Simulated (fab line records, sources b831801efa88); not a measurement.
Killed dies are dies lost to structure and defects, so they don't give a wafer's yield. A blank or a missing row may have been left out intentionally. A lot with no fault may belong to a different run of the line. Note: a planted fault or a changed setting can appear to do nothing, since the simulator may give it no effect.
Check of tool commonality | flow sfq_line | Sampled: 15 lots, 45 wafers

## THE REASON FOR OPENING IT
At SFQ_M0_RS_MEAS_904 the reading M0_NB_RS is flagged on 3 of 15 lots. Wafers without a fault read 0.888 ohm/sq, standard deviation 0.0095.
Rule: a lot is flagged in two cases, either no wafer of it has a number, or all its wafers with numbers fall more than 4 standard deviations from that mean. The rest of the lots are taken to be sound.

lot  | measured     | on            | M0_NB_RS (ohm/sq), wafer by wafer | flag
L392 | day 5 00:08  | film_metro-02 | 0.873 0.880 0.875                 |
L394 | day 5 06:09  | film_metro-02 | 0.902 0.899 0.895                 |
L395 | day 5 14:34  | film_metro-02 | 0.889 0.889 0.888                 |
L396 | day 5 19:20  | film_metro-03 | 0.893 0.904 0.890                 |
L397 | day 6 03:47  | film_metro-03 | 0.897 0.898 0.894                 |
L398 | day 6 09:47  | film_metro-03 | 0.887 0.887 0.897                 |
L399 | day 6 14:33  | film_metro-02 | 0.888 0.884 0.889                 |
L400 | day 6 19:21  | film_metro-03 | 0.883 0.893 0.880                 |
L401 | day 7 06:56  | film_metro-02 | 0.901 0.912 0.897                 |
L402 | day 7 09:17  | film_metro-02 | 0.902 0.903 0.897                 |
L403 | day 9 09:16  | film_metro-03 | 0.873 0.879 0.875                 |
L405 | day 9 20:40  | film_metro-03 | 0.878 0.874 0.878                 |
L412 | day 11 07:35 | film_metro-03 | 0.964 0.967 0.966                 | FLAGGED
L414 | day 11 23:12 | film_metro-04 | 0.976 0.992 0.983                 | FLAGGED
L415 | day 12 05:48 | film_metro-04 | 0.954 0.968 0.961                 | FLAGGED
Average over the flagged lots: 0.970 ohm/sq; offset from the usual +0.082 ohm/sq, equal to +9 standard deviations.

## WHICH TOOL EACH LOT WENT THROUGH
The record keeps 1 process step preceding the reading, out of 325 steps on the route. Each cell gives the tool, then ch followed by the chambers the sampled wafers passed through, then the start.
lot  | flag    | SFQ_TRILAYER_M0_DEP_SPUTTER_019
L392 |         | pvd_sputter-06, day 5 00:02
L394 |         | pvd_sputter-03, day 5 06:02
L395 |         | pvd_sputter-04, day 5 14:26
L396 |         | pvd_sputter-04, day 5 19:14
L397 |         | pvd_sputter-03, day 6 03:38
L398 |         | pvd_sputter-03, day 6 09:40
L399 |         | pvd_sputter-04, day 6 14:26
L400 |         | pvd_sputter-04, day 6 19:14
L401 |         | pvd_sputter-03, day 7 06:47
L402 |         | pvd_sputter-04, day 7 09:11
L403 |         | pvd_sputter-03, day 9 09:10
L405 |         | pvd_sputter-03, day 9 20:32
L412 | FLAGGED | pvd_sputter-03, day 11 07:29
L414 | FLAGGED | pvd_sputter-03, day 11 23:05
L415 | FLAGGED | pvd_sputter-03, day 12 05:41
These steps, and what they do:
- SFQ_TRILAYER_M0_DEP_SPUTTER_019: material Nb, target thk 200 nm, time 133.3 s.
- SFQ_M0_RS_MEAS_904: measures by four-point-probe.

## FLAGGED OVER TOTAL, TOOL BY TOOL (the gauges that took the reading come last)
step                            | tool           | lots run | flagged | share of the flagged lots | sound lots run after its first flagged lot
SFQ_TRILAYER_M0_DEP_SPUTTER_019 | pvd_sputter-03 | 9        | 3       | all                       | 0
SFQ_TRILAYER_M0_DEP_SPUTTER_019 | pvd_sputter-04 | 5        | 0       | none                      | -
SFQ_TRILAYER_M0_DEP_SPUTTER_019 | pvd_sputter-06 | 1        | 0       | none                      | -
SFQ_M0_RS_MEAS_904              | film_metro-02  | 6        | 0       | none                      | -
SFQ_M0_RS_MEAS_904              | film_metro-03  | 7        | 1       | some                      | 0
SFQ_M0_RS_MEAS_904              | film_metro-04  | 2        | 2       | some                      | 0

## WHAT THE TABLE ALLOWS
1 row of the table ran every flagged lot: pvd_sputter-03 at SFQ_TRILAYER_M0_DEP_SPUTTER_019.
- pvd_sputter-03 at SFQ_TRILAYER_M0_DEP_SPUTTER_019 ran 9 lots, 3 of them flagged. It ran its last sound lot, L405, at day 9 20:32 and its first flagged lot, L412, at day 11 07:29: a fault with its onset between the two fits.
Just one tool remains: pvd_sputter-03 at SFQ_TRILAYER_M0_DEP_SPUTTER_019.

## WHAT THE SIMULATOR HAD INSERTED
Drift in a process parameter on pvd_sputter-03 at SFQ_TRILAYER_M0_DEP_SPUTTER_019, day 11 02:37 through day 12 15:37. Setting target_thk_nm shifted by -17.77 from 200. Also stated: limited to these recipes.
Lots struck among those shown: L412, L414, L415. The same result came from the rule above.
